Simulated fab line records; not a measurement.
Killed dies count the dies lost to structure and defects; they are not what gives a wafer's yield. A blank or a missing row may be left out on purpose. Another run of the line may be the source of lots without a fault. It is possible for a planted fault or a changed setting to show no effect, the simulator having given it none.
Chamber matching + flow sky130 + 4 sister chambers for SKY_VIA3_CMP_24 on cmp-01
The step polishes, stops on SiO2, t overpolish 20 s, target thk 0 nm. 14 wafers are shown with their chamber, then 7 later ones without.

## WAFERS PAIRED WITH THEIR CHAMBERS
| wafer  | chamber | motor current A (A) | time to endpoint s (s) | edge zone pressure frac |
|--------|---------|---------------------|------------------------|-------------------------|
| L233.2 | 0       | 10.8                | 96                     | 0.998                   |
| L233.3 | 3       | 11.8                | 101                    | 1.012                   |
| L233.4 | 2       | 9.6                 | 94                     | 1.005                   |
| L234.3 | 1       | 10.3                | 101                    | 0.998                   |
| L234.4 | 2       | 9.9                 | 91                     | 0.998                   |
| L234.6 | 3       | 12.4                | 100                    | 1.008                   |
| L246.1 | 2       | 10.2                | 91                     | 1.003                   |
| L246.4 | 1       | 11.0                | 97                     | 1.009                   |
| L246.5 | 0       | 10.7                | 90                     | 1.002                   |
| L251.1 | 1       | 10.5                | 94                     | 1.001                   |
| L251.2 | 0       | 10.1                | 88                     | 1.008                   |
| L251.6 | 1       | 10.3                | 90                     | 0.994                   |
| L252.1 | 2       | 10.0                | 84                     | 0.996                   |
| L252.5 | 3       | 11.3                | 94                     | 1.001                   |

SIGNATURES (means of the wafers above)
| reading                 | chamber 0 | chamber 1 | chamber 2 | chamber 3 | scatter within a chamber |
|-------------------------|-----------|-----------|-----------|-----------|--------------------------|
| motor current A         | 10.533    | 10.525    | 9.925     | 11.833    | 0.375                    |
| time to endpoint s      | 91.33     | 95.50     | 90.00     | 98.33     | 4.27                     |
| edge zone pressure frac | 1.00267   | 1.00050   | 1.00050   | 1.00700   | 0.00535                  |
Rule: a wafer's distance from a chamber is the root of the sum, over the readings, of the square of ((its reading less the chamber's mean) divided by the reading's scatter). If the next closest chamber is less than 2 further off than the closest, the wafer can't be placed; otherwise it belongs to the closest. The scatter: the root of (the sum of the squares of (reading less its chamber's mean) over the shown wafers, divided by (wafers less chambers)).

## WAFERS WHOSE CHAMBER IS MISSING
| wafer  | motor current A (A) | time to endpoint s (s) | edge zone pressure frac |
|--------|---------------------|------------------------|-------------------------|
| L252.6 | 10.2                | 82                     | 1.003                   |
| L255.1 | 11.5                | 96                     | 0.993                   |
| L255.2 | 10.8                | 93                     | 1.010                   |
| L255.5 | 10.5                | 92                     | 1.005                   |
| L254.1 | 11.5                | 99                     | 1.005                   |
| L254.2 | 10.2                | 87                     | 0.998                   |
| L254.4 | 10.7                | 91                     | 0.993                   |

## WHICH CHAMBER EACH WENT THROUGH
| wafer  | from the rows above               | in truth |
|--------|-----------------------------------|----------|
| L252.6 | can't be placed: 2 or 0 or 1      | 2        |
| L255.1 | can't be placed: 3 or 1 or 0 or 2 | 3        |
| L255.2 | can't be placed: 0 or 1 or 2 or 3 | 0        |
| L255.5 | can't be placed: 0 or 1 or 2      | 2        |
| L254.1 | can't be placed: 3 or 1           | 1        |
| L254.2 | can't be placed: 2 or 0 or 1      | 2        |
| L254.4 | can't be placed: 1 or 0 or 2      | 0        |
Placed correctly: 0 of 7. From these rows, 7 cannot be placed; in 7 the true chamber is one of the candidates. Placed wrongly: 0.
